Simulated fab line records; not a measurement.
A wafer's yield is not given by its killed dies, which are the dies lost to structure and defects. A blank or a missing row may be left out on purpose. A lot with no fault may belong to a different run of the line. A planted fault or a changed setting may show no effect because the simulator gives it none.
Problem report, 8D (eight disciplines) form, completed by code | flow sky130 | the parts of the form that need people (team, actions taken, sign-off) are left out

== 1. THE PROBLEM ==
Mean CONTACT_CVD_00_THK at SKY_CONTACT_THK_MEAS_01: 95.9 nm over 4 wafers in 2 lots; fault-free wafers: 74.9 nm, standard deviation 0.9. That puts it +23 standard deviations away from the usual mean.
Earliest sighting: wafer L692.4 on film metro-04 at day 34 00:47. At this step, 33 wafers from 11 lots have a number in the record. The rule behind "out" and "out of limits": a value lying over 4 standard deviations away from the usual mean. The rest of the wafers with a number are treated as sound.

== 2. WHAT THIS IS AND IS NOT ==
question                    | is                             | is not
which readings at this step | CONTACT_CVD_00_THK             | -
which lots                  | L692, L693                     | L684, L685, L686, L687, L701, L704, L705, L706, L707
which wafers of those lots  | L692.4, L692.6, L693.1, L693.5 | L692.3, L693.2
read on which gauges        | film metro-04                  | film metro-01, film metro-02
when                        | from day 34 00:47              | up to then (13 sound wafers); but 16 sound wafers of L693, L701, L704, L705, L706, L707 came after

== 3. WHAT RULES OUT EACH SUSPECT ==
Counting: any tool at a process step up to the reading remains a suspect provided it ran every lot that is out. Sound lots after the first of them don't rule it out here, since some wafers of a struck lot are sound.
- the gauge at SKY_CONTACT_THK_MEAS_01 has been ruled out. All the wafers that are out were read on film metro-04, but those of them that SKY_CONTACT_ETCH_18 has rows for are out there too, on other tools.
- rie diel-04 at SKY_LI_CONTACT_ETCH_14 (etches BARC in N2/H2, stops on SiO2, time 45.9 s, target depth 60 nm): kept. It processed each lot that is out (first: L692, day 32 19:13); up to then, its last sound lot is L686 (day 30 16:59).
- cvd w-02 at SKY_LI_CONTACT_CVD_21 (deposits W, target thk 400 nm, time 120.56 s): kept. It processed each lot that is out (first: L692, day 32 19:50); up to then, its last sound lot is L687 (day 31 03:05).
- pecvd-03 at SKY_CONTACT_CVD_00 (deposits Si3N4, target thk 75 nm): kept. It processed each lot that is out (first: L692, day 34 00:44); up to then, its last sound lot is L687 (day 32 08:11).
- The sound lot-mates ran in chamber 2 of pecvd-03 at SKY_CONTACT_CVD_00, but the wafers that are out ran in chamber 0.
Left after counting: rie diel-04 at SKY_LI_CONTACT_ETCH_14, cvd w-02 at SKY_LI_CONTACT_CVD_21, pecvd-03 at SKY_CONTACT_CVD_00.

== 4. THE CAUSE (what the simulator had put in) ==
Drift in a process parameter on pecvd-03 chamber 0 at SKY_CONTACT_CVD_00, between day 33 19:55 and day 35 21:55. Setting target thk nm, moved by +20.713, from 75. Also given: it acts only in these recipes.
This tool is one of the 3 suspects left after counting.

== 5. SEQUENCE OF EFFECTS, ordered by route ==
Each row: a reading whose mean over the struck wafers that have a number lies more than 3 standard deviations from the usual. Scope: only readings with a usual standard deviation given in the record; hours: median across lots of the time from each lot's start at the first step in this table that gives one to its start at this step; sigmas: change in usual standard deviations.
hours | step                    | reading            | usual      | on struck wafers | change | sigmas
0     | SKY_CONTACT_THK_MEAS_01 | CONTACT_CVD_00_THK | 74.9 nm    | 95.9             | +21.0  | +23
-     | SKY_CONTACT_ETCH_18     | oes product au     | 0.853 a.u. | 0.987            | +0.134 | +20
-     | SKY_CONTACT_ETCH_18     | throttle valve pct | 8.792 %    | 8.825            | +0.034 | +3.4
357   | SKY_PAD_OPEN_PROBE_99   | killed at contacts | 24         | 129              | +105   | +19
357   | SKY_PAD_OPEN_PROBE_99   | killed dies        | 85         | 194              | +110   | +12
357   | SKY_PAD_OPEN_PROBE_99   | killed on rim      | 17         | 55               | +38    | +9.9
Here are the process steps it includes:
- SKY_CONTACT_ETCH_18: etches Si3N4 in CHF3/O2, stops on TiN, time 39 s, target depth 75 nm.
- SKY_PAD_OPEN_PROBE_99

== 6. HOW IT WOULD HAVE BEEN CAUGHT EARLIER ==
5 hours passed between the start of the fault at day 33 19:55 and the first reading out of limits at a measuring or inspecting step in this record, taken at day 34 00:47.
An alarm limit of 4 standard deviations would not have fired on the tool readings at SKY_CONTACT_CVD_00 for which the record gives a usual standard deviation, since none of them was out on any struck wafer.
L693, from the lots that are out (2), started SKY_CONTACT_CVD_00 on pecvd-03 later than day 34 00:47. Putting the tool on hold at that point would have spared it.
